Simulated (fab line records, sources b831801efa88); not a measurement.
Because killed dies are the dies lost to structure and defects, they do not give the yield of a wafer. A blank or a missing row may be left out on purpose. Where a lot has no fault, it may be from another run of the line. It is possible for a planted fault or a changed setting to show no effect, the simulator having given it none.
Which tool was responsible? ; flow gf180mcu ; 24 lots, 72 wafers sampled, at 6 steps of a route of 602

WHAT EACH GAUGE READ, for each wafer
GF_M1_OVL_MEAS_15. Usual: M1_OVL -5 nm, standard deviation 5.
lot;measured;on;M1_OVL (nm);flag
L074;day 17 14:24;overlay-02;-13 -6 -10;
L075;day 17 20:05;overlay-01;-9 -11 -7;
L076;day 18 06:06;overlay-01;-5 -1 -14;
L077;day 18 20:51;overlay-01;-6 -9 -11;
L078;day 19 02:27;overlay-02;-13 -10 -4;
L079;day 19 06:09;overlay-01;-2 -1 -7;
L081;day 20 06:23;overlay-01;4 -1 -6;
L080;day 20 06:37;overlay-02;-4 1 3;
L082;day 20 12:28;overlay-02;0 -5 -4;
L083;day 20 17:26;overlay-02;-7 -8 -1;
L084;day 21 16:51;overlay-02;-3 -4 4;
L085;day 21 19:18;overlay-02;-9 -10 -3;
L086;day 22 02:05;overlay-02;-1 0 2;
L087;day 22 11:27;overlay-01;-12 -6 2;
L088;day 22 19:25;overlay-01;-4 2 -5;
L089;day 23 01:04;overlay-02;-4 -4 -3;
L090;day 23 09:03;overlay-02;-10 -2 -6;
L091;day 23 17:25;overlay-01;3 0 2;
L092;day 24 04:22;overlay-01;-5 -3 -10;
L093;day 24 06:42;overlay-01;-5 -3 -5;
L094;day 24 11:18;overlay-01;-14 -10 -13;
L095;day 24 19:28;overlay-01;-5 1 -7;
L096;day 25 03:20;overlay-01;2 -11 -3;
L097;day 25 05:52;overlay-01;2 -3 0;

GF_M3_OVL_MEAS_15. Usual: M3_OVL -2 nm, standard deviation 5.7.
lot;measured;on;M3_OVL (nm);flag
L074;day 21 22:28;overlay-01;-5 -3 3;
L075;day 22 03:23;overlay-02;-2 -4 -12;
L076;day 22 14:22;overlay-02;-6 -5 -4;
L077;day 23 02:43;overlay-02;-2 0 1;
L078;day 23 09:37;overlay-02;0 -9 -5;
L079;day 23 10:54;overlay-02;-5 -6 -4;
L081;day 24 09:06;overlay-01;1 -1 -3;
L080;day 24 09:53;overlay-01;1 -1 9;
L082;day 24 15:36;overlay-01;-4 3 -3;
L083;day 24 20:40;overlay-02;5 -4 6;
L084;day 26 00:28;overlay-01;4 2 0;
L085;day 26 00:44;overlay-02;-9 2 0;
L086;day 26 03:22;overlay-02;2 -3 -2;
L087;day 26 08:57;overlay-02;-7 -1 3;
L088;day 26 16:07;overlay-02;0 -2 2;
L089;day 26 21:42;overlay-01;-2 -8 -2;
L090;day 27 04:01;overlay-01;-7 -15 1;
L091;day 27 20:49;overlay-02;9 13 13;
L092;day 28 00:33;overlay-02;1 -12 -10;
L093;day 28 00:53;overlay-01;-7 3 -6;
L094;day 28 06:43;overlay-01;-4 0 -3;
L095;day 28 13:01;overlay-02;-4 -1 2;
L096;day 28 20:17;overlay-01;-12 -14 -15;
L097;day 28 21:59;overlay-01;-1 -8 -3;

GF_V3_THK_MEAS_03. Usual: V3_CVD_02_THK 845 nm, standard deviation 13.
lot;measured;on;V3_CVD_02_THK (nm);flag
L074;day 21 23:47;film metro-03;849 839 859;
L075;day 22 04:25;film metro-03;848 834 841;
L076;day 22 15:15;film metro-02;832 848 853;
L077;day 23 03:36;film metro-02;847 857 862;
L078;day 23 10:29;film metro-02;835 845 833;
L079;day 24 02:27;film metro-02;827 815 835;
L081;day 24 09:59;film metro-01;837 843 848;
L080;day 24 10:46;film metro-01;851 860 865;
L082;day 24 16:29;film metro-01;847 846 856;
L083;day 24 21:36;film metro-01;833 845 864;
L084;day 26 01:27;film metro-01;828 829 834;
L085;day 26 01:38;film metro-03;847 872 860;
L086;day 26 04:14;film metro-01;826 824 843;
L087;day 26 09:50;film metro-03;844 844 850;
L088;day 26 17:05;film metro-01;823 849 857;
L089;day 26 22:55;film metro-01;819 828 839;
L090;day 27 04:54;film metro-03;819 837 865;
L091;day 27 21:48;film metro-02;845 865 853;
L092;day 28 01:30;film metro-03;840 855 845;
L093;day 28 02:07;film metro-01;830 857 849;
L094;day 28 07:41;film metro-03;851 864 840;
L095;day 28 14:02;film metro-01;854 854 857;
L096;day 28 21:31;film metro-03;851 835 859;
L097;day 28 22:52;film metro-03;828 836 834;

EACH LOT AND THE TOOL THAT RAN IT (in order: tool; ch and the chambers of the sampled wafers; start)
lot;GF_SAB_STRIP_13;GF_V1_ETCH_16;GF_M2_SPUTTER_03
L074;plasma asher-03 ch 0,1, day 15 14:32;rie diel-03 ch 0,1, day 18 15:32;pvd sputter-01, day 18 17:04
L075;plasma asher-04 ch 0,1, day 15 19:26;rie diel-01 ch 1,2,3, day 18 21:53;pvd sputter-01, day 18 23:25
L076;plasma asher-04 ch 0,1, day 16 05:38;rie diel-03 ch 0,1, day 19 08:35;pvd sputter-03, day 19 10:05
L077;plasma asher-03 ch 0,1, day 16 18:50;rie diel-02 ch 0,2,3, day 19 23:20;pvd sputter-03, day 20 01:04
L078;plasma asher-02 ch 0, day 16 23:33;rie diel-03 ch 0,1,3, day 20 04:23;pvd sputter-03, day 20 05:55
L079;plasma asher-02 ch 0,1, day 17 03:27;rie diel-03 ch 0,2,3, day 20 07:53;pvd sputter-03, day 20 09:24
L081;plasma asher-03 ch 0,1, day 18 01:34;rie diel-03 ch 1,2, day 21 08:17;pvd sputter-04, day 21 09:55
L080;plasma asher-04 ch 0,1, day 18 02:21;rie diel-01 ch 0,2,3, day 21 08:26;pvd sputter-01, day 21 10:13
L082;plasma asher-03 ch 0,1, day 18 08:57;rie diel-01 ch 1,2,3, day 21 14:02;pvd sputter-04, day 21 15:33
L083;plasma asher-03 ch 0,1, day 18 13:31;rie diel-01 ch 1,2, day 21 19:02;pvd sputter-01, day 21 20:35
L084;plasma asher-03 ch 0,1, day 19 13:24;rie diel-02 ch 1,2,3, day 22 17:56;pvd sputter-03, day 22 19:28
L085;plasma asher-03 ch 0,1, day 19 15:18;rie diel-02 ch 0,1, day 22 20:35;pvd sputter-04, day 22 22:27
L086;plasma asher-03 ch 0,1, day 19 23:03;rie diel-03 ch 2,3, day 23 03:20;pvd sputter-01, day 23 04:53
L087;plasma asher-02 ch 0,1, day 20 09:12;rie diel-02 ch 1,2, day 23 12:02;pvd sputter-01, day 23 13:35
L088;plasma asher-03 ch 0,1, day 20 16:15;rie diel-02 ch 1,2, day 23 20:05;pvd sputter-01, day 23 21:37
L089;plasma asher-04 ch 0,1, day 20 22:46;rie diel-03 ch 1,2, day 24 01:23;pvd sputter-03, day 24 02:55
L090;plasma asher-02 ch 0,1, day 21 06:26;rie diel-03 ch 0,1,3, day 24 07:41;pvd sputter-03, day 24 09:12
L091;plasma asher-04 ch 0,1, day 21 15:38;rie diel-02 ch 1,3, day 25 01:35;pvd sputter-04, day 25 03:31
L092;plasma asher-03 ch 0,1, day 22 03:25;rie diel-02 ch 0,1,3, day 25 04:05;pvd sputter-04, day 25 06:20
L093;plasma asher-04 ch 0,1, day 22 06:20;rie diel-01 ch 0,2,3, day 25 05:41;pvd sputter-04, day 25 07:13
L094;plasma asher-04 ch 0,1, day 22 13:10;rie diel-02 ch 1,2,3, day 25 11:23;pvd sputter-04, day 25 12:54
L095;plasma asher-04 ch 0,1, day 22 20:05;rie diel-02 ch 0,1,2, day 25 18:32;pvd sputter-03, day 25 20:04
L096;plasma asher-02 ch 0,1, day 23 03:13;rie diel-01 ch 0,1,3, day 26 02:48;pvd sputter-04, day 26 04:20
L097;plasma asher-04 ch 0,1, day 23 06:56;rie diel-02 ch 1,2,3, day 26 05:07;pvd sputter-04, day 26 06:38
- GF_SAB_STRIP_13: strips in O2/N2.
- GF_V1_ETCH_16: etches BARC in N2/H2.
- GF_M2_SPUTTER_03: material Ti, target thk 10 nm, time 6.7 s.

AS READ BY THE TOOLS THEMSELVES (means over the sampled wafers that have a number; for cases with no such wafer, the mark the record gives instead)
GF_SAB_STRIP_13. Usual: drypump motor current A 5.9 A, standard deviation 0.42; heater power w 336 W, standard deviation 15; oes product au 0.710 a.u., standard deviation 0.0045; strip time to endpoint s 12.62 s, standard deviation 0.035.
lot;tool;drypump motor current A (A);heater power w (W);oes product au (a.u.);strip time to endpoint s (s);flag
L074;plasma asher-03;5.9;348;0.711;12.57;
L075;plasma asher-04;5.9;330;0.713;12.60;
L076;plasma asher-04;5.9;334;0.708;12.68;
L077;plasma asher-03;5.5;341;0.711;12.62;
L078;plasma asher-02;6.5;321;0.708;12.61;
L079;plasma asher-02;6.3;322;0.708;12.61;
L081;plasma asher-03;5.9;342;0.711;12.65;
L080;plasma asher-04;5.9;330;0.713;12.62;
L082;plasma asher-03;5.6;337;0.710;12.65;
L083;plasma asher-03;5.9;344;0.713;12.61;
L084;plasma asher-03;5.9;346;0.707;12.59;
L085;plasma asher-03;5.9;347;0.712;12.65;
L086;plasma asher-03;5.9;340;0.711;12.60;
L087;plasma asher-02;6.2;325;0.705;12.59;
L088;plasma asher-03;5.9;349;0.709;12.66;
L089;plasma asher-04;5.8;327;0.708;12.63;
L090;plasma asher-02;6.0;340;0.715;12.58;
L091;plasma asher-04;5.9;340;0.710;12.57;
L092;plasma asher-03;5.9;346;0.710;12.67;
L093;plasma asher-04;5.9;335;0.705;12.62;
L094;plasma asher-04;5.9;331;0.708;12.58;
L095;plasma asher-04;5.9;335;0.709;12.64;
L096;plasma asher-02;6.3;324;0.711;12.61;
L097;plasma asher-04;5.8;333;0.708;12.61;

GF_V1_ETCH_16. Usual: bias w 100.08 W, standard deviation 0.28; drypump motor current A 5.6 A, standard deviation 0.44; oes product au 0.855 a.u., standard deviation 0.0056; rf fwd power W 495.4 W, standard deviation 2; throttle valve pct 13.224 %, standard deviation 0.0099.
lot;tool;bias w (W);drypump motor current A (A);oes product au (a.u.);rf fwd power W (W);throttle valve pct (%);flag
L074;rie diel-03;100.06;5.8;0.855;495.8;13.219;
L075;rie diel-01;99.95;5.4;0.862;493.6;13.224;
L076;rie diel-03;100.01;5.9;0.856;496.4;13.227;
L077;rie diel-02;99.98;5.4;0.853;495.3;13.227;
L078;rie diel-03;100.24;6.1;0.852;495.1;13.224;
L079;rie diel-03;100.20;5.9;0.857;495.7;13.220;
L081;rie diel-03;100.24;5.6;0.858;498.6;13.232;
L080;rie diel-01;100.17;5.4;0.858;495.0;13.216;
L082;rie diel-01;100.15;5.4;0.854;496.5;13.231;
L083;rie diel-01;100.15;5.3;0.850;497.3;13.211;
L084;rie diel-02;100.08;5.3;0.859;495.0;13.224;
L085;rie diel-02;100.18;5.8;0.849;494.1;13.227;
L086;rie diel-03;100.09;6.1;0.857;495.1;13.218;
L087;rie diel-02;100.26;5.4;0.856;495.8;13.225;
L088;rie diel-02;100.15;5.2;0.855;495.1;13.226;
L089;rie diel-03;100.02;5.4;0.856;495.6;13.225;
L090;rie diel-03;99.87;6.1;0.858;496.1;13.226;
L091;rie diel-02;99.84;5.5;0.852;495.2;13.228;
L092;rie diel-02;99.77;5.7;0.858;494.8;13.220;
L093;rie diel-01;99.99;5.4;0.853;494.2;13.223;
L094;rie diel-02;100.19;5.3;0.851;495.5;13.228;
L095;rie diel-02;99.89;5.5;0.857;494.5;13.229;
L096;rie diel-01;100.23;5.6;0.856;497.0;13.224;
L097;rie diel-02;99.92;5.3;0.858;496.4;13.242;

GF_M2_SPUTTER_03. Usual: chamber pressure pa 0.3000 Pa, standard deviation 0.00062; throttle valve pct 30.6 %, standard deviation 1.1.
lot;tool;chamber pressure pa (Pa);throttle valve pct (%);flag
L074;pvd sputter-01;0.2995;30.6;
L075;pvd sputter-01;0.3000;30.4;
L076;pvd sputter-03;0.3004;30.3;
L077;pvd sputter-03;0.3005;31.1;
L078;pvd sputter-03;0.2996;30.7;
L079;pvd sputter-03;0.2998;30.5;
L081;pvd sputter-04;0.3002;30.8;
L080;pvd sputter-01;0.3008;30.2;
L082;pvd sputter-04;0.2996;31.0;
L083;pvd sputter-01;0.3003;30.1;
L084;pvd sputter-03;0.3005;30.6;
L085;pvd sputter-04;0.2996;30.8;
L086;pvd sputter-01;0.3005;30.4;
L087;pvd sputter-01;0.2997;30.4;
L088;pvd sputter-01;0.3009;30.6;
L089;pvd sputter-03;0.2997;31.1;
L090;pvd sputter-03;0.2996;30.8;
L091;pvd sputter-04;0.3000;31.2;
L092;pvd sputter-04;0.2995;31.1;
L093;pvd sputter-04;0.2993;32.3;
L094;pvd sputter-04;0.2997;31.0;
L095;pvd sputter-03;0.3003;31.3;
L096;pvd sputter-04;0.3005;29.7;
L097;pvd sputter-04;0.2999;31.0;

THE ANSWER, worked out from the rows above alone
Rule: a lot is off if the mean of its wafers that have a number lies more than 3 standard deviations from the usual mean. Also off: a lot with no number at a reading for which 4 or more lots have one. All remaining lots with rows at the step are treated as sound. After the gauges, taken in route order, come the tools' own readings; for these a lot's mean is taken, as printed above. The first step at which some lot is off is used, and at that step the reading that is off furthest; a lot without a number counts as furthest.
No lot is off at any reading shown: from this, nothing can be told.

WHAT THE SIMULATOR PUT IN
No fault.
